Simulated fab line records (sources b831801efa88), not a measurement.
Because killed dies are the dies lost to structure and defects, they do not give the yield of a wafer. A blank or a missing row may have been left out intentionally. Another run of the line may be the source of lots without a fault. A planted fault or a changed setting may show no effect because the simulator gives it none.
Which tool is to blame?    flow sky130    Sampling: 15 lots, 45 wafers, 4 of 708 route steps

== WHAT EACH GAUGE READ, for each wafer ==
The record holds no reading of a measuring or inspecting step that can be judged against a usual standard deviation.

== WHAT TOOL EACH LOT RAN ON (gives the tool, then ch and the chambers of the sampled wafers, and finally the start) ==
lot   SKY_CONTACT_CVD_00               SKY_CONTACT_SPUTTER_23        SKY_CONTACT_CVD_24             SKY_METAL1_STRIP_20
L395  pecvd-02 ch 0,1, day 30 09:38    pvd sputter-03, day 31 15:22  cvd w-01 ch 0,1, day 31 15:25  plasma asher-02 ch 0,1, day 32 19:35
L396  pecvd-03 ch 0,1,2, day 30 12:13  pvd sputter-01, day 31 17:23  cvd w-02 ch 0,1, day 31 17:29  plasma asher-01 ch 0,1, day 32 22:04
L397  pecvd-02 ch 0,1,2, day 31 15:08  pvd sputter-04, day 32 19:33  cvd w-01 ch 0,1, day 32 19:39  plasma asher-04 ch 0,1, day 33 23:02
L399  pecvd-01 ch 0,2, day 31 16:20    pvd sputter-01, day 32 20:50  cvd w-01 ch 0,1, day 32 20:53  plasma asher-02 ch 0,1, day 34 00:36
L403  pecvd-03 ch 0,1,2, day 33 01:54  pvd sputter-01, day 34 05:27  cvd w-01 ch 0,1, day 34 05:33  plasma asher-01 ch 0,1, day 35 09:21
L404  pecvd-01 ch 0,2, day 33 15:29    pvd sputter-04, day 34 19:22  cvd w-01 ch 0,1, day 34 19:25  plasma asher-01 ch 0,1, day 35 23:12
L406  pecvd-01 ch 0,1, day 34 00:46    pvd sputter-03, day 35 04:42  cvd w-01 ch 0,1, day 35 04:46  plasma asher-02 ch 0, day 36 07:52
L405  pecvd-02 ch 0,2, day 34 01:38    pvd sputter-03, day 35 05:24  cvd w-01 ch 0,1, day 35 05:28  plasma asher-02 ch 0,1, day 36 08:49
L410  pecvd-02 ch 0,2, day 35 19:45    pvd sputter-04, day 36 23:03  cvd w-01 ch 1, day 36 23:07    plasma asher-01 ch 0,1, day 38 01:34
L411  pecvd-03 ch 0,1,2, day 35 19:50  pvd sputter-03, day 36 23:24  cvd w-02 ch 0,1, day 36 23:30  plasma asher-02 ch 0,1, day 38 01:57
L412  pecvd-02 ch 0,2, day 36 02:06    pvd sputter-03, day 37 04:51  cvd w-01 ch 1, day 37 04:55    plasma asher-01 ch 1, day 38 08:26
L415  pecvd-02 ch 0,2, day 36 20:02    pvd sputter-03, day 37 23:11  cvd w-01 ch 0,1, day 37 23:15  plasma asher-04 ch 0,1, day 39 01:30
L416  pecvd-02 ch 0,1,2, day 37 04:06  pvd sputter-01, day 38 07:13  cvd w-02 ch 0,1, day 38 07:16  plasma asher-04 ch 0,1, day 39 09:25
L417  pecvd-01 ch 0,1, day 38 09:36    pvd sputter-01, day 39 11:56  cvd w-02 ch 0,1, day 39 12:00  plasma asher-02 ch 0,1, day 40 13:37
L418  pecvd-01 ch 0,2, day 38 10:38    pvd sputter-04, day 39 13:13  cvd w-02 ch 0,1, day 39 13:17  plasma asher-02 ch 0,1, day 40 14:22
- SKY_CONTACT_CVD_00: deposits Si3N4, target thk 75 nm.
- SKY_CONTACT_SPUTTER_23: material TiN, target thk 20 nm, time 80 s.
- SKY_CONTACT_CVD_24: deposits W, target thk 340 nm, time 102.12 s.
- SKY_METAL1_STRIP_20: strips in O2/N2.

== WHAT THE TOOLS THEMSELVES READ (means of the sampled wafers that have a number; where no wafer has one, the mark that the record gives instead) ==
SKY_CONTACT_CVD_00.
lot   tool      heater power w (W)
L395  pecvd-02  693
L396  pecvd-03  756
L397  pecvd-02  722
L399  pecvd-01  610
L403  pecvd-03  744
L404  pecvd-01  615
L406  pecvd-01  675
L405  pecvd-02  748
L410  pecvd-02  836
L411  pecvd-03  707
L412  pecvd-02  761
L415  pecvd-02  824
L416  pecvd-02  696
L417  pecvd-01  695
L418  pecvd-01  703

SKY_CONTACT_SPUTTER_23.
lot   tool            throttle valve pct (%)
L395  pvd sputter-03  30.7
L396  pvd sputter-01  29.8
L397  pvd sputter-04  29.7
L399  pvd sputter-01  30.9
L403  pvd sputter-01  29.5
L404  pvd sputter-04  30.7
L406  pvd sputter-03  30.7
L405  pvd sputter-03  30.8
L410  pvd sputter-04  29.4
L411  pvd sputter-03  30.1
L412  pvd sputter-03  30.8
L415  pvd sputter-03  30.4
L416  pvd sputter-01  30.3
L417  pvd sputter-01  29.8
L418  pvd sputter-04  30.9

SKY_CONTACT_CVD_24.
lot   tool      heater power w (W)
L395  cvd w-01  918
L396  cvd w-02  841
L397  cvd w-01  962
L399  cvd w-01  947
L403  cvd w-01  957
L404  cvd w-01  939
L406  cvd w-01  936
L405  cvd w-01  960
L410  cvd w-01  986
L411  cvd w-02  858
L412  cvd w-01  976
L415  cvd w-01  960
L416  cvd w-02  869
L417  cvd w-02  853
L418  cvd w-02  837

SKY_METAL1_STRIP_20.
lot   tool             chamber pressure mTorr (mTorr)  drypump motor current A (A)  oes product au (a.u.)  strip time to endpoint s (s)
L395  plasma asher-02  1499.3                          5.8                          0.342                  2.67
L396  plasma asher-01  1498.9                          6.3                          0.347                  2.73
L397  plasma asher-04  1500.2                          5.6                          0.347                  2.64
L399  plasma asher-02  1500.1                          5.8                          0.337                  2.66
L403  plasma asher-01  -                               -                            -                      -
L404  plasma asher-01  -                               -                            -                      -
L406  plasma asher-02  -                               -                            -                      -
L405  plasma asher-02  1499.9                          5.8                          0.337                  2.70
L410  plasma asher-01  1498.0                          6.3                          0.343                  2.73
L411  plasma asher-02  1500.6                          5.8                          0.343                  2.71
L412  plasma asher-01  1500.1                          6.0                          0.342                  2.70
L415  plasma asher-04  1500.3                          5.6                          0.347                  2.68
L416  plasma asher-04  1501.2                          5.7                          0.342                  2.73
L417  plasma asher-02  1500.0                          5.5                          0.339                  2.67
L418  plasma asher-02  1500.7                          5.5                          0.337                  2.71

== THE ANSWER, worked out from the rows above alone ==
Rule: what is usual is taken from the lots themselves. The widest of any qualifying gaps counts: lots, ordered by their means at a reading, are off when they make up no more than a third of the lots, leave a main group of 4 or more, and stand apart from it by 3 or more times the standard deviation of that group's means. A main group whose means are all the same, to the digits that the tables above print for the reading, isn't used. A lot without any number at a reading at which 4 lots or more have one is off too. Any other lot the step has rows for is counted as sound. First the gauges in route order, then the tools' own readings, where a lot's mean is used as printed above. The first step at which some lot is off is used, and at that step the reading that is off furthest; a lot without a number counts as furthest.
Off at SKY_METAL1_STRIP_20 (chamber pressure mTorr): L403, L404, L406. Without a number there: L403, L404, L406. Main group: mean 1499.9 mTorr, sd 0.82.
If a tool, at that step or one of the process steps before it, ran each lot that is off and ran no sound lot following the first of them, it fits. Not one of the candidates tried fits.

== WHAT THE SIMULATOR HAD PUT IN ==
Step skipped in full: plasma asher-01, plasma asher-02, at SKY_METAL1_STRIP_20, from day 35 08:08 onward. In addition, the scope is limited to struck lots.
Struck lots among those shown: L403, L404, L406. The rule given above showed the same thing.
